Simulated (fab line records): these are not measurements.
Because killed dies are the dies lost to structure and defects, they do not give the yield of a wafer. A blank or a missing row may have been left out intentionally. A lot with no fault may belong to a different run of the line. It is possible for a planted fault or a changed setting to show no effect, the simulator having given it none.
fab line records | flow sky130
[record] lots = 6 | wafers = 18 | last_day = 50
route steps=708 shown RES_XHIGH@339 SD_N@342 SD_P@359 PAD_OPEN@708
lots that met no fault: taken from a fault-free run of the same line
start_h: hours from the record's opening day to when the first of the lot's shown wafers began | wait_h: hours elapsed since this lot's preceding step | " same as the row above | L1.1+2: several wafers, shown together as one row | - either no value or no given start | * or withheld: withheld | < > ~ a bound
route shown NAME@n: NAME is a module with steps in the file, n the number in the route of the first one | usual: mean and standard deviation over wafers with no fault | same: alike in all rows | chamber/n: place in a boat | sites: each site's reading | _std_site: their standard deviation | _edge_site: outer sites' mean less inner sites' | radius_mm: for every site, how far away it sits from the centre of the wafer | mask NAME#n: copy n | behind: the tool/chamber that last shaped the wafer | hold: cause of the lot's hold/its duration in hours/its outcome | device: names the non-switching transistor (n, p or np) | end of line: tests of these same wafers at the route's end | for a step that has no rows: nothing shown but its recipe | killed: not the wafer's yield, but the dies lost to structure and defects at the first sort | map: shows each die of a wafer: x if killed, . if not, _ if none is there
set.NAME: the run value of the setting; set.NAME@STEP: its run value at that earlier step | model.NAME: the simulator's own value behind a step, which no gauge read
certain route steps with their lots: each step a table, each wafer a row
services: from which hour (start_h, from the record's first day; less than 0 if before it) a tool's chamber was out of use, for how many hours, and why
[[steps]]
[step SKY_RES_XHIGH_IMPLANT_07]
[recipe] species = BF2 | energy_kev = 20 | dose_cm2 = 3.6e+14 | tilt_deg = 0
[step SKY_RES_XHIGH_STRIP_08]
[recipe] chemistry = O2/N2 | power_w = 1400 | pressure_mtorr = 1500 | platen_temp_c = withheld | o2_flow_sccm = 3000 | n2_flow_sccm = 300 | overash_fraction = 0.5
[usual] drypump_motor_current_A = 6.1/0.36 | oes_product_au = 0.711/0.0043 | strip_time_to_endpoint_s = 14.29/0.038
lot.wafer | tool            | chamber | start_h | wait_h | drypump_motor_current_A | oes_product_au | rf_hours_counter_h | strip_time_to_endpoint_s
L931.3    | plasma_asher-01 | 1       | 657.14  | 0.1    | 6.4                     | 0.709          | -                  | 14.34
L931.5    | "               | 1       | "       | "      | 6.3                     | 0.714          | -                  | 14.33
L931.6    | "               | 0       | "       | "      | 5.2                     | 0.712          | -                  | 14.32
L940.2    | plasma_asher-01 | 1       | 727.66  | 0.1    | 6.4                     | 0.708          | 86                 | 14.32
L940.3    | "               | 1       | "       | "      | 6.3                     | 0.708          | -                  | 14.31
L940.6    | "               | 0       | "       | "      | 5.3                     | 0.712          | -                  | 14.30
L942.1    | plasma_asher-04 | 1       | 741.62  | 0.1    | 6.0                     | 0.708          | 32                 | 14.29
L942.2    | "               | 0       | "       | "      | 6.4                     | 0.708          | 32                 | 14.23
L942.5    | "               | 0       | "       | "      | 6.4                     | 0.703          | -                  | 14.26
L945.1    | plasma_asher-03 | 0       | 765.78  | 0.1    | 6.1                     | 0.709          | 2                  | 14.34
L945.2    | "               | 1       | "       | "      | 6.1                     | 0.711          | 2                  | 14.33
L945.6    | "               | 1       | "       | "      | 6.1                     | 0.709          | -                  | 14.33
L947.2    | plasma_asher-04 | 0       | 773.43  | 0.1    | 6.4                     | 0.712          | 36                 | 14.36
L947.3    | "               | 0       | "       | "      | 6.4                     | 0.714          | -                  | 14.33
L947.4    | "               | 1       | "       | "      | 6.1                     | 0.714          | -                  | 14.31
L948.1    | plasma_asher-04 | 0       | 775.91  | 0.1    | 6.4                     | 0.707          | 36                 | 14.29
L948.5    | "               | 0       | "       | "      | 6.4                     | 0.713          | -                  | 14.24
L948.6    | "               | 1       | "       | "      | 6.0                     | 0.708          | -                  | 14.29
[step SKY_RES_XHIGH_TW_MEAS_09]
[usual] RES_XHIGH_TW = 1634/25
lot.wafer | tool          | chamber | start_h | wait_h | RES_XHIGH_TW
L931.3    | film_metro-01 | -       | 657.23  | 0.1    | 1600
L931.5    | "             | -       | "       | "      | 1591
L931.6    | "             | -       | "       | "      | 1598
L940.2    | film_metro-04 | -       | 727.77  | 0.1    | 1642
L940.3    | "             | -       | "       | "      | 1648
L940.6    | "             | -       | "       | "      | 1645
L942.1    | film_metro-02 | -       | 741.72  | 0.1    | 1619
L942.2    | "             | -       | "       | "      | 1625
L942.5    | "             | -       | "       | "      | 1625
L945.1    | film_metro-04 | -       | 765.88  | 0.1    | 1658
L945.2    | "             | -       | "       | "      | 1657
L945.6    | "             | -       | "       | "      | 1669
L947.2    | film_metro-02 | -       | 773.54  | 0.1    | 1624
L947.3    | "             | -       | "       | "      | 1631
L947.4    | "             | -       | "       | "      | 1632
L948.1    | film_metro-04 | -       | 776.01  | 0.1    | 1650
L948.5    | "             | -       | "       | "      | 1652
L948.6    | "             | -       | "       | "      | 1649
[step SKY_SD_N_DEHYDRATE_00]
[recipe] temp_c = 200 | time_s = 60
[step SKY_SD_N_HMDS_01]
[recipe] prime_time_s = 60 | prime_temp_c = 120
[step SKY_SD_N_COAT_02]
[recipe] resist = NOVOLAK | spin_rpm = 3000 | resist_thk_nm = 1140
[step SKY_SD_N_SOFTBAKE_03]
[recipe] temp_c = 90 | time_s = 60 | resist = NOVOLAK
[step SKY_SD_N_EXPOSE_04]
[recipe] mask_id = NSDM | na = 0.6 | source_shape = conventional | sigma_outer = 0.6 | polarization = unpolarized | target_cd_nm = 380 | dose_mj = 141
[step SKY_SD_N_PEB_05]
[recipe] temp_c = withheld | time_s = * | resist = NOVOLAK
[step SKY_SD_N_DEVELOP_06]
[recipe] resist = NOVOLAK | developer = TMAH | develop_time_s = 60 | dev_temp_c = 23
[step SKY_SD_N_CD_MEAS_07]
[recipe] target_cd_nm = 380
[usual] cd_nm = 380.0/2.5
lot.wafer | tool      | chamber | start_h | wait_h | cd_nm
L931.3    | cd_sem-01 | -       | 685.97  | 0.1    | 376.9
L931.5    | "         | -       | "       | "      | 376.7
L931.6    | "         | -       | "       | "      | 375.8
L940.2    | cd_sem-02 | -       | 755.00  | 0.1    | 380.1
L940.3    | "         | -       | "       | "      | 379.5
L940.6    | "         | -       | "       | "      | 381.4
L942.1    | cd_sem-02 | -       | 767.66  | 0.1    | 381.0
L942.2    | "         | -       | "       | "      | 384.2
L942.5    | "         | -       | "       | "      | 382.6
L945.1    | cd_sem-01 | -       | 792.63  | 0.1    | 379.4
L945.2    | "         | -       | "       | "      | 380.2
L945.6    | "         | -       | "       | "      | 380.8
L947.2    | cd_sem-01 | -       | 801.21  | 0.2    | 382.4
L947.3    | "         | -       | "       | "      | 382.4
L947.4    | "         | -       | "       | "      | 381.6
L948.1    | cd_sem-01 | -       | 803.28  | 0.1    | 382.2
L948.5    | "         | -       | "       | "      | 383.9
L948.6    | "         | -       | "       | "      | 381.7
[step SKY_SD_N_OVL_MEAS_08]
[usual] SD_N_OVL = 0.4/1.5
lot.wafer | tool       | chamber | start_h | wait_h | SD_N_OVL[nm]
L931.3    | overlay-02 | -       | 686.06  | 0.1    | -1.6
L931.5    | "          | -       | "       | "      | -2.3
L931.6    | "          | -       | "       | "      | -0.1
L940.2    | overlay-02 | -       | 755.11  | 0.1    | -1.0
L940.3    | "          | -       | "       | "      | -1.3
L940.6    | "          | -       | "       | "      | -1.2
L942.1    | overlay-02 | -       | 767.78  | 0.1    | 1.2
L942.2    | "          | -       | "       | "      | 1.0
L942.5    | "          | -       | "       | "      | -0.7
L945.1    | overlay-01 | -       | 792.75  | 0.1    | 1.2
L945.2    | "          | -       | "       | "      | 3.9
L945.6    | "          | -       | "       | "      | 1.9
L947.2    | overlay-01 | -       | 801.32  | 0.1    | 1.2
L947.3    | "          | -       | "       | "      | -1.4
L947.4    | "          | -       | "       | "      | 0.3
L948.1    | overlay-02 | -       | 803.40  | 0.1    | 0.2
L948.5    | "          | -       | "       | "      | -0.5
L948.6    | "          | -       | "       | "      | -1.6
[step SKY_SD_N_IMPLANT_09]
[recipe] species = As | energy_kev = 50 | dose_cm2 = 4e+15 | tilt_deg = 0
[usual] beam_energy_keV = 50.002/0.014
lot.wafer | tool         | chamber | start_h | wait_h | beam_energy_keV | model.implant.rp_nm | model.implant.drp_nm
L931.3    | implanter-01 | 0       | 686.14  | 0.1    | 49.995          | 33.21               | 14.11
L931.5    | "            | 0       | "       | "      | 49.998          | 33.21               | 14.11
L931.6    | "            | 0       | "       | "      | 49.997          | 33.21               | 14.11
L940.2    | implanter-03 | 0       | 755.16  | 0.0    | 50.012          | 32.53               | 14.11
L940.3    | "            | 0       | "       | "      | 50.023          | 32.53               | 14.11
L940.6    | "            | 0       | "       | "      | 50.012          | 32.53               | 14.11
L942.1    | implanter-03 | 0       | 767.81  | 0.0    | 66.482          | 41.55               | 17.53
L942.2    | "            | 0       | "       | "      | 66.478          | 41.55               | 17.53
L942.5    | "            | 0       | "       | "      | 66.476          | 41.55               | 17.53
L945.1    | implanter-03 | 0       | 792.79  | 0.0    | 66.508          | 40.95               | 17.53
L945.2    | "            | 0       | "       | "      | 66.497          | 40.95               | 17.53
L945.6    | "            | 0       | "       | "      | 66.503          | 40.95               | 17.53
L947.2    | implanter-02 | 0       | 801.37  | 0.0    | 49.999          | 32.09               | 14.11
L947.3    | "            | 0       | "       | "      | 49.994          | 32.09               | 14.11
L947.4    | "            | 0       | "       | "      | 49.983          | 32.09               | 14.11
L948.1    | implanter-02 | 0       | 803.44  | 0.0    | 49.973          | 32.78               | 14.11
L948.5    | "            | 0       | "       | "      | 49.977          | 32.78               | 14.11
L948.6    | "            | 0       | "       | "      | 50.001          | 32.78               | 14.11
[step SKY_SD_N_IMPLANT_10]
[recipe] species = P | energy_kev = 20 | dose_cm2 = 1e+14 | tilt_deg = 0
[step SKY_SD_N_STRIP_11]
[recipe] chemistry = O2/N2 | power_w = 1400 | pressure_mtorr = 1500 | platen_temp_c = withheld | o2_flow_sccm = 3000 | n2_flow_sccm = 300 | overash_fraction = 0.5
[usual] drypump_motor_current_A = 5.8/0.46 | oes_product_au = 0.528/0.0041 | strip_time_to_endpoint_s = 22.56/0.035
lot.wafer | tool            | chamber | start_h | wait_h | drypump_motor_current_A | oes_product_au | rf_hours_counter_h | strip_time_to_endpoint_s
L931.3    | plasma_asher-02 | 1       | 686.42  | 0.1    | 5.2                     | 0.526          | -                  | 22.59
L931.5    | "               | 1       | "       | "      | 5.2                     | 0.523          | -                  | 22.59
L931.6    | "               | 0       | "       | "      | 5.2                     | 0.526          | -                  | 22.60
L940.2    | plasma_asher-04 | 0       | 755.44  | 0.1    | 6.4                     | 0.527          | 34                 | 22.60
L940.3    | "               | 0       | "       | "      | 6.4                     | 0.524          | -                  | 22.60
L940.6    | "               | 0       | "       | "      | 6.4                     | 0.528          | -                  | 22.59
L942.1    | plasma_asher-04 | 1       | 768.11  | 0.1    | 6.0                     | 0.498          | 35                 | 25.11
L942.2    | "               | 0       | "       | "      | 6.3                     | 0.499          | 35                 | 25.10
L942.5    | "               | 0       | "       | "      | 6.3                     | 0.500          | -                  | 25.10
L945.1    | plasma_asher-03 | 1       | 793.09  | 0.1    | 6.1                     | 0.493          | 5                  | 25.04
L945.2    | "               | 0       | "       | "      | 6.1                     | 0.497          | 5                  | 25.06
L945.6    | "               | 1       | "       | "      | 6.1                     | 0.494          | -                  | 25.05
L947.2    | plasma_asher-03 | 1       | 801.65  | 0.1    | 6.1                     | 0.530          | 6                  | 22.51
L947.3    | "               | 0       | "       | "      | 6.0                     | 0.525          | -                  | 22.51
L947.4    | "               | 1       | "       | "      | 6.1                     | 0.523          | -                  | 22.51
L948.1    | plasma_asher-02 | 1       | 803.74  | 0.1    | 5.2                     | 0.523          | 69                 | 22.59
L948.5    | "               | 0       | "       | "      | 5.2                     | 0.537          | -                  | 22.57
L948.6    | "               | 1       | "       | "      | 5.2                     | 0.529          | -                  | 22.60
[step SKY_SD_N_TW_MEAS_12]
[usual] SD_N_TW = 3953/48
lot.wafer | tool          | chamber | start_h | wait_h | SD_N_TW
L931.3    | film_metro-01 | -       | 686.51  | 0.1    | 3875
L931.5    | "             | -       | "       | "      | 3890
L931.6    | "             | -       | "       | "      | 3878
L940.2    | film_metro-04 | -       | 755.55  | 0.1    | 4022
L940.3    | "             | -       | "       | "      | 4006
L940.6    | "             | -       | "       | "      | 4034
L942.1    | film_metro-01 | -       | 768.21  | 0.1    | 4198
L942.2    | "             | -       | "       | "      | 4177
L942.5    | "             | -       | "       | "      | 4209
L945.1    | film_metro-04 | -       | 793.19  | 0.1    | 4341
L945.2    | "             | -       | "       | "      | 4366
L945.6    | "             | -       | "       | "      | 4327
L947.2    | film_metro-01 | -       | 801.76  | 0.1    | 3896
L947.3    | "             | -       | "       | "      | 3895
L947.4    | "             | -       | "       | "      | 3903
L948.1    | film_metro-01 | -       | 803.84  | 0.1    | 3904
L948.5    | "             | -       | "       | "      | 3892
L948.6    | "             | -       | "       | "      | 3881
[step SKY_SD_N_CLEAN_13]
[recipe] chemistry = SC1/SC2 | mix = 1:4:20 | temp_c = 70 | time_s = 150 | dry = n2_spin
[step SKY_SD_N_RTA_14]
[recipe] temp_c = 1075 | time_s = 2 | idle_temp_c = 650 | ramp_up_c_per_s = 150 | ramp_down_c_per_s = 90 | ambient = N2
[usual] lamp_power_pct = 15.74/0.054 | wafer_temp_C_max = 1078.1/1.3
lot.wafer | tool          | chamber | start_h | wait_h | lamp_power_pct | wafer_temp_C_max
L931.3    | rtp_anneal-01 | 0       | 686.62  | 0.0    | 15.76          | 1076.5
L931.5    | "             | 0       | "       | "      | 15.77          | 1079.6
L931.6    | "             | 0       | "       | "      | 15.76          | 1078.9
L940.2    | rtp_anneal-01 | 0       | 755.66  | 0.0    | 15.77          | 1075.3
L940.3    | "             | 0       | "       | "      | 15.78          | 1077.6
L940.6    | "             | 0       | "       | "      | 15.73          | 1077.0
L942.1    | rtp_anneal-01 | 0       | 768.32  | 0.0    | 15.76          | 1076.7
L942.2    | "             | 0       | "       | "      | 15.72          | 1077.9
L942.5    | "             | 0       | "       | "      | 15.72          | 1077.8
L945.1    | rtp_anneal-01 | 0       | 793.30  | 0.0    | 15.65          | 1077.7
L945.2    | "             | 0       | "       | "      | 15.82          | 1078.6
L945.6    | "             | 0       | "       | "      | 15.75          | 1076.4
L947.2    | rtp_anneal-01 | 0       | 801.87  | 0.0    | 15.74          | 1077.5
L947.3    | "             | 0       | "       | "      | 15.69          | 1078.5
L947.4    | "             | 0       | "       | "      | 15.77          | 1077.2
L948.1    | rtp_anneal-02 | 0       | 803.95  | 0.0    | 15.74          | 1075.9
L948.5    | "             | 0       | "       | "      | 15.68          | 1076.6
L948.6    | "             | 0       | "       | "      | 15.85          | 1077.6
[step SKY_SD_N_RS_MEAS_16]
[recipe] thk_meas_gauge = four-point-probe
[usual] SD_N_RS = 68.52/0.1
lot.wafer | tool          | chamber | start_h | wait_h | SD_N_RS[ohm/sq]
L931.3    | film_metro-02 | -       | 686.82  | 0.1    | 68.41
L931.5    | "             | -       | "       | "      | 68.37
L931.6    | "             | -       | "       | "      | 68.42
L940.2    | film_metro-01 | -       | 755.84  | 0.1    | 68.42
L940.3    | "             | -       | "       | "      | 68.39
L940.6    | "             | -       | "       | "      | 68.61
L942.1    | film_metro-02 | -       | 768.50  | 0.1    | 58.82
L942.2    | "             | -       | "       | "      | 58.85
L942.5    | "             | -       | "       | "      | 58.81
L945.1    | film_metro-02 | -       | 793.47  | 0.1    | 58.68
L945.2    | "             | -       | "       | "      | 58.79
L945.6    | "             | -       | "       | "      | 58.78
L947.2    | film_metro-02 | -       | 802.05  | 0.1    | 68.46
L947.3    | "             | -       | "       | "      | 68.33
L947.4    | "             | -       | "       | "      | 68.36
L948.1    | film_metro-02 | -       | 804.13  | 0.1    | 68.39
L948.5    | "             | -       | "       | "      | 68.41
L948.6    | "             | -       | "       | "      | 68.39
[step SKY_SD_N_RS_MEAS_17]
[recipe] thk_meas_gauge = four-point-probe
[usual] SD_P_RS = 146.9/0.35
lot.wafer | tool          | chamber | start_h | wait_h | SD_P_RS[ohm/sq]
L931.3    | film_metro-02 | -       | 686.94  | 0.1    | 147.1
L931.5    | "             | -       | "       | "      | 146.5
L931.6    | "             | -       | "       | "      | 146.9
L940.2    | film_metro-01 | -       | 755.96  | 0.1    | 146.4
L940.3    | "             | -       | "       | "      | 147.2
L940.6    | "             | -       | "       | "      | 147.3
L942.1    | film_metro-02 | -       | 768.62  | 0.1    | 147.5
L942.2    | "             | -       | "       | "      | 147.7
L942.5    | "             | -       | "       | "      | 147.6
L945.1    | film_metro-02 | -       | 793.59  | 0.1    | 147.0
L945.2    | "             | -       | "       | "      | 146.8
L945.6    | "             | -       | "       | "      | 146.8
L947.2    | film_metro-02 | -       | 802.17  | 0.1    | 146.7
L947.3    | "             | -       | "       | "      | 146.4
L947.4    | "             | -       | "       | "      | 146.9
L948.1    | film_metro-02 | -       | 804.25  | 0.1    | 146.9
L948.5    | "             | -       | "       | "      | 147.0
L948.6    | "             | -       | "       | "      | 146.2
[step SKY_PAD_OPEN_PROBE_99]
[usual] killed_at_M0_to_M3 = 43/6.8 | killed_at_M4_up = 3.2/2 | killed_at_contacts = 24/5.3 | killed_at_front_end = 16/4.4 | killed_at_other = 0.3/0.54 | killed_dies = 86/9.4 | killed_open = 48/6.6 | killed_short = 38/6.5
[same] gross_dies = 492 | killed_at_back_side = 0
lot.wafer | tool      | chamber | start_h | wait_h | killed_at_M0_to_M3 | killed_at_M4_up | killed_at_contacts | killed_at_front_end | killed_at_other | killed_dies | killed_open | killed_short
L931.3    | prober-02 | -       | 1114.74 | 0.2    | 44                 | 1               | 20                 | 10                  | 0               | 75          | 47          | 28
L931.5    | prober-02 | -       | 1114.84 | 0.2    | 36                 | 3               | 26                 | 11                  | 0               | 76          | 47          | 29
L931.6    | prober-02 | -       | 1114.89 | 0.2    | 38                 | 2               | 18                 | 14                  | 1               | 73          | 33          | 40
L940.2    | prober-02 | -       | 1164.53 | 0.1    | 46                 | 7               | 20                 | 15                  | 0               | 88          | 52          | 36
L940.3    | prober-02 | -       | 1164.58 | 0.2    | 46                 | 2               | 22                 | 17                  | 0               | 87          | 45          | 42
L940.6    | prober-02 | -       | 1164.73 | 0.2    | 44                 | 3               | 17                 | 16                  | 0               | 80          | 40          | 40
L947.2    | prober-02 | -       | 1192.16 | 0.1    | 39                 | 2               | 37                 | 6                   | 0               | 84          | 47          | 37
L947.3    | prober-02 | -       | 1192.21 | 0.2    | 58                 | 2               | 29                 | 22                  | 0               | 111         | 56          | 54
L947.4    | prober-02 | -       | 1192.26 | 0.2    | 39                 | 1               | 25                 | 14                  | 0               | 79          | 39          | 40
L948.1    | prober-01 | -       | 1194.37 | 0.1    | 36                 | 4               | 15                 | 15                  | 2               | 72          | 43          | 28
L948.5    | prober-01 | -       | 1194.57 | 0.2    | 52                 | 3               | 20                 | 16                  | 0               | 91          | 54          | 37
L948.6    | prober-01 | -       | 1194.62 | 0.2    | 45                 | 0               | 21                 | 15                  | 0               | 81          | 51          | 30
// killed by level:class
L931.3 CONTACT:geometric_particle:open=10 VIA2:geometric_particle:open=10 VIA1:geometric_particle:open=9 VIA1:geometric_particle:short=5 METAL3:geometric_particle:short=5 VIA3:geometric_particle:open=5 FIELD_ISO:geometric_particle:open=4 FIELD_ISO:geometric_particle:short=3
L931.5 CONTACT:geometric_particle:open=13 VIA1:geometric_particle:open=11 LOCAL_INTERCONNECT:geometric_particle:short=6 FIELD_ISO:geometric_particle:open=5 LI_CONTACT:geometric_particle:open=5 VIA1:geometric_particle:short=5 VIA2:geometric_particle:open=5 VIA3:geometric_particle:open=4
L931.6 VIA2:geometric_particle:open=9 CONTACT:geometric_particle:open=7 VIA1:geometric_particle:short=7 VIA1:geometric_particle:open=7 FIELD_ISO:geometric_particle:short=5 CONTACT:geometric_particle:short=5 VIA3:geometric_particle:short=4 METAL1:geometric_particle:short=3
L940.2 VIA1:geometric_particle:open=13 CONTACT:geometric_particle:open=9 METAL4:geometric_particle:short=7 VIA2:geometric_particle:open=6 METAL3:geometric_particle:short=6 VIA3:geometric_particle:open=5 FIELD_ISO:geometric_particle:open=4 POLY_GATE:geometric_particle:short=4
L940.3 VIA1:geometric_particle:open=13 LI_CONTACT:geometric_particle:open=8 VIA2:geometric_particle:open=8 CONTACT:geometric_particle:open=8 POLY_GATE:geometric_particle:short=6 METAL1:geometric_particle:short=5 VIA1:geometric_particle:short=5 FIELD_ISO:geometric_particle:short=4
L940.6 METAL2:geometric_particle:short=10 VIA3:geometric_particle:open=8 FIELD_ISO:geometric_particle:short=7 LI_CONTACT:geometric_particle:open=7 VIA2:geometric_particle:open=6 VIA1:geometric_particle:open=5 CONTACT:geometric_particle:short=4 CONTACT:geometric_particle:open=4
L947.2 CONTACT:geometric_particle:open=12 LI_CONTACT:geometric_particle:open=8 LOCAL_INTERCONNECT:geometric_particle:short=7 VIA1:geometric_particle:open=6 VIA3:geometric_particle:open=6 VIA1:geometric_particle:short=5 VIA2:geometric_particle:short=5 LI_CONTACT:geometric_particle:short=4
L947.3 VIA1:geometric_particle:open=18 METAL1:geometric_particle:short=9 CONTACT:geometric_particle:open=9 LOCAL_INTERCONNECT:geometric_particle:short=7 FIELD_ISO:geometric_particle:open=6 VIA1:geometric_particle:short=6 POLY_GATE:geometric_particle:short=5 LI_CONTACT:geometric_particle:open=5
L947.4 CONTACT:geometric_particle:short=9 CONTACT:geometric_particle:open=6 VIA1:geometric_particle:short=6 VIA1:geometric_particle:open=6 VIA2:geometric_particle:open=6 FIELD_ISO:geometric_particle:short=5 LI_CONTACT:geometric_particle:open=5 VIA3:geometric_particle:open=5
L948.1 CONTACT:geometric_particle:open=7 VIA1:geometric_particle:open=7 FIELD_ISO:geometric_particle:open=5 VIA3:geometric_particle:open=5 METAL1:geometric_particle:short=4 POLY_GATE:geometric_particle:short=4 LI_CONTACT:geometric_particle:open=4 METAL2:geometric_particle:short=4
L948.5 VIA1:geometric_particle:open=16 LI_CONTACT:geometric_particle:open=7 CONTACT:geometric_particle:open=6 VIA1:geometric_particle:short=6 FIELD_ISO:geometric_particle:open=5 FIELD_ISO:geometric_particle:short=5 VIA3:geometric_particle:open=5 METAL3:geometric_particle:short=5
L948.6 VIA3:geometric_particle:open=10 LI_CONTACT:geometric_particle:open=9 CONTACT:geometric_particle:open=9 VIA1:geometric_particle:open=9 FIELD_ISO:geometric_particle:open=6 VIA1:geometric_particle:short=6 METAL2:geometric_particle:short=5 METAL3:geometric_particle:short=4
[[services]]
tool            | chamber | start_h | hours | kind
implanter-02    | -       | 651.54  | 0.8   | repair
implanter-03    | -       | 658.18  | 2.4   | repair
implanter-03    | -       | 663.04  | 5.4   | repair
plasma_asher-04 | -       | 699.76  | 4.5   | repair
implanter-02    | -       | 700.83  | 1.1   | repair
implanter-03    | -       | 714.94  | 2.9   | repair
plasma_asher-03 | -       | 733.75  | 9.0   | pm
plasma_asher-03 | 0       | 733.75  | 9.0   | vent_cycle
plasma_asher-03 | 1       | 733.75  | 9.0   | vent_cycle
plasma_asher-03 | 0       | 742.75  | -     | clean
plasma_asher-03 | 1       | 742.75  | -     | clean
plasma_asher-04 | -       | 763.39  | 1.6   | repair
rtp_anneal-02   | -       | 766.44  | 23.1  | pm
plasma_asher-01 | -       | 774.00  | 2.9   | repair
implanter-02    | -       | 787.30  | 8.3   | repair
rtp_anneal-01   | -       | 789.56  | 2.9   | pm
implanter-01    | -       | 791.10  | 4.7   | pm
implanter-01    | -       | 795.78  | 4.0   | pm
rtp_anneal-02   | -       | 797.09  | 2.6   | pm
plasma_asher-02 | -       | 797.69  | 3.7   | repair
[[key]]
[first_sign] step = SKY_SD_N_IMPLANT_09 | reading = beam_energy_keV | direction = up | sigmas = 99+ | usual = * | struck = *
[effect] step = SKY_SD_N_STRIP_11 | reading = strip_time_to_endpoint_s | direction = up | sigmas = 73 | usual = * | struck = *
[effect] step = SKY_SD_N_TW_MEAS_12 | reading = SD_N_TW | direction = up | sigmas = 6.6 | usual = 3953 | struck = 4270
[effect] step = SKY_SD_N_RS_MEAS_16 | reading = SD_N_RS | direction = down | sigmas = 95 | usual = 68.52 | struck = 58.79
[model_effect] step = SKY_SD_N_IMPLANT_09 | value = implant.rp_nm | without = 32.58 | struck = 41.25
met_at SKY_SD_N_IMPLANT_09
struck_wafers L942.1,L942.2,L942.5,L945.1,L945.2,L945.6
rows_end L942.1,L942.2,L942.5
tester_left_out L945
onset_between 755.16 767.81
[fault] kind = process_parameter_drift | tool = implanter-03 | chamber = - | onset_h = 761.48 | steps = SKY_SD_N_IMPLANT_09 | channel = energy_kev | offset = * | shape = step | end_h = 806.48 | acts_in = * | stated = *
// tester_left_out: of these lots the tester's yield and bins aren't shown, on N5 and GAA mostly nor the transistor test; their killed dies are dies lost to structure and defects alone, not to doping, threshold or leakage, so they don't give the yield
// rows_end: these wafers met a further fault down the route, and their rows from its step on are left out
